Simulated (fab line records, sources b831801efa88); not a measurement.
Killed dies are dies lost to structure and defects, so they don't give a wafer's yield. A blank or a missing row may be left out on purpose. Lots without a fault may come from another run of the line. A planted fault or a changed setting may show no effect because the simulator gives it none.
Tool commonality check | flow sky130 | 10 lots, 33 wafers sampled

WHY IT WAS OPENED
At SKY_LDD_P_TW_MEAS_11 the reading LDD_P_TW is flagged on 1 of 10 lots. Wafers without a fault read 639, standard deviation 3.1.
Rule: a lot is flagged when every wafer of it that has a number lies more than 4 standard deviations from that mean, or none has a number. The other lots count as sound.

lot  | measured     | on            | LDD_P_TW, wafer by wafer | flag
L519 | day 18 18:16 | film_metro-03 | 636 637 636              |
L520 | day 19 07:20 | film_metro-03 | 640 642 641              |
L523 | day 20 16:01 | film_metro-02 | 637 640 640              |
L524 | day 21 07:27 | film_metro-01 | 637 635 635              |
L527 | day 22 08:15 | film_metro-02 | 640 639 634              |
L530 | day 23 08:57 | film_metro-03 | 30 30 30 30 30 30        | FLAGGED
L531 | day 23 16:59 | film_metro-03 | 634 632 642              |
L539 | day 26 07:25 | film_metro-03 | 639 637 639              |
L540 | day 26 19:25 | film_metro-01 | 641 639 642              |
L541 | day 27 02:35 | film_metro-01 | 641 646 641              |
The numbers of the flagged lots are 30 on average: -609 against the usual, or -99 or more standard deviations.

WHICH TOOL RAN EACH LOT
The record holds 3 process steps before the reading, out of a route of 708 steps. In each cell: the tool, then ch and the chambers that the sampled wafers went through, then the start.
lot  | flag    | SKY_FIELD_ISO_CMP_27         | SKY_LDD_N_STRIP_16                   | SKY_LDD_P_STRIP_10
L519 |         | cmp-01 ch 0,1,3, day 2 10:25 | plasma_asher-02 ch 0,1, day 17 12:14 | plasma_asher-04 ch 0,1, day 18 18:10
L520 |         | cmp-01 ch 0,1,2, day 2 14:08 | plasma_asher-03 ch 0,1, day 18 00:44 | plasma_asher-04 ch 0,1, day 19 07:14
L523 |         | cmp-01 ch 0,1, day 3 07:40   | plasma_asher-01 ch 0,1, day 19 08:59 | plasma_asher-02 ch 0,1, day 20 15:54
L524 |         | cmp-02 ch 1,3, day 3 11:38   | plasma_asher-02 ch 0,1, day 20 00:05 | plasma_asher-04 ch 0,1, day 21 07:21
L527 |         | cmp-01 ch 1,2, day 4 01:26   | plasma_asher-03 ch 0,1, day 21 00:53 | plasma_asher-02 ch 0,1, day 22 08:09
L530 | FLAGGED | cmp-02 ch 0,1,2, day 4 22:09 | plasma_asher-03 ch 0,1, day 22 02:53 | plasma_asher-04 ch 0,1, day 23 08:51
L531 |         | cmp-02 ch 0,1,3, day 5 03:16 | plasma_asher-02 ch 0,1, day 22 10:53 | plasma_asher-02 ch 0,1, day 23 16:53
L539 |         | cmp-01 ch 0,1,2, day 6 18:25 | plasma_asher-01 ch 0, day 25 02:29   | plasma_asher-04 ch 0,1, day 26 07:19
L540 |         | cmp-02 ch 1,2,3, day 6 22:48 | plasma_asher-02 ch 0,1, day 25 13:47 | plasma_asher-03 ch 0,1, day 26 19:19
L541 |         | cmp-02 ch 1,2,3, day 7 05:40 | plasma_asher-02 ch 0,1, day 25 20:47 | plasma_asher-04 ch 0,1, day 27 02:29
What these steps do:
- SKY_FIELD_ISO_CMP_27: polishes, stops on Si3N4, t overpolish 16 s, target thk 457.8 nm.
- SKY_LDD_N_STRIP_16: strips in O2/N2.
- SKY_LDD_P_STRIP_10: strips in O2/N2.
- SKY_LDD_P_TW_MEAS_11

FLAGGED OVER TOTAL, TOOL BY TOOL (the gauges that took the reading come last)
step                 | tool            | lots run | flagged | share of the flagged lots | sound lots run after its first flagged lot
SKY_FIELD_ISO_CMP_27 | cmp-01          | 5        | 0       | none                      | -
SKY_FIELD_ISO_CMP_27 | cmp-02          | 5        | 1       | all                       | 3 (L531,L540,L541)
SKY_LDD_N_STRIP_16   | plasma_asher-01 | 2        | 0       | none                      | -
SKY_LDD_N_STRIP_16   | plasma_asher-02 | 5        | 0       | none                      | -
SKY_LDD_N_STRIP_16   | plasma_asher-03 | 3        | 1       | all                       | 0
SKY_LDD_P_STRIP_10   | plasma_asher-02 | 3        | 0       | none                      | -
SKY_LDD_P_STRIP_10   | plasma_asher-03 | 1        | 0       | none                      | -
SKY_LDD_P_STRIP_10   | plasma_asher-04 | 6        | 1       | all                       | 2 (L539,L541)
SKY_LDD_P_TW_MEAS_11 | film_metro-01   | 3        | 0       | none                      | -
SKY_LDD_P_TW_MEAS_11 | film_metro-02   | 2        | 0       | none                      | -
SKY_LDD_P_TW_MEAS_11 | film_metro-03   | 5        | 1       | all                       | 2 (L531,L539)

WHAT THE TABLE ALLOWS
4 rows of the table ran every flagged lot: cmp-02 at SKY_FIELD_ISO_CMP_27, plasma_asher-03 at SKY_LDD_N_STRIP_16, plasma_asher-04 at SKY_LDD_P_STRIP_10, film_metro-03 at SKY_LDD_P_TW_MEAS_11.
- cmp-02 at SKY_FIELD_ISO_CMP_27: 1 of its 5 lots flagged. Sound lots ran on it after the first flagged one (L531, L540, L541), which a lasting fault on the whole tool wouldn't allow.
- plasma_asher-03 at SKY_LDD_N_STRIP_16: 1 of its 3 lots flagged. Its last sound lot is L527 (day 21 00:53), its first flagged lot L530 (day 22 02:53): a fault that began between those two fits. Its own readings lie more than 4 standard deviations out on every wafer of the flagged lots: oes_product_au.
- plasma_asher-04 at SKY_LDD_P_STRIP_10: 1 of its 6 lots flagged. Sound lots ran on it after the first flagged one (L539, L541), which a lasting fault on the whole tool wouldn't allow. Its own readings lie more than 4 standard deviations out on every wafer of the flagged lots: strip_time_to_endpoint_s.
- film_metro-03 at SKY_LDD_P_TW_MEAS_11: 1 of its 5 lots flagged. Sound lots ran on it after the first flagged one (L531, L539), which a lasting fault on the whole tool wouldn't allow.
One tool is left: plasma_asher-03 at SKY_LDD_N_STRIP_16.

WHAT THE SIMULATOR HAD PUT IN
Strip aborted: plasma_asher-03, from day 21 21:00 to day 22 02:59, at SKY_LDD_N_STRIP_16. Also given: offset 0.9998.
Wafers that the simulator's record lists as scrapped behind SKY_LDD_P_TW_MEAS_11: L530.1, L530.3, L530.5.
Lots struck among those shown: L530. The rule above found the same.
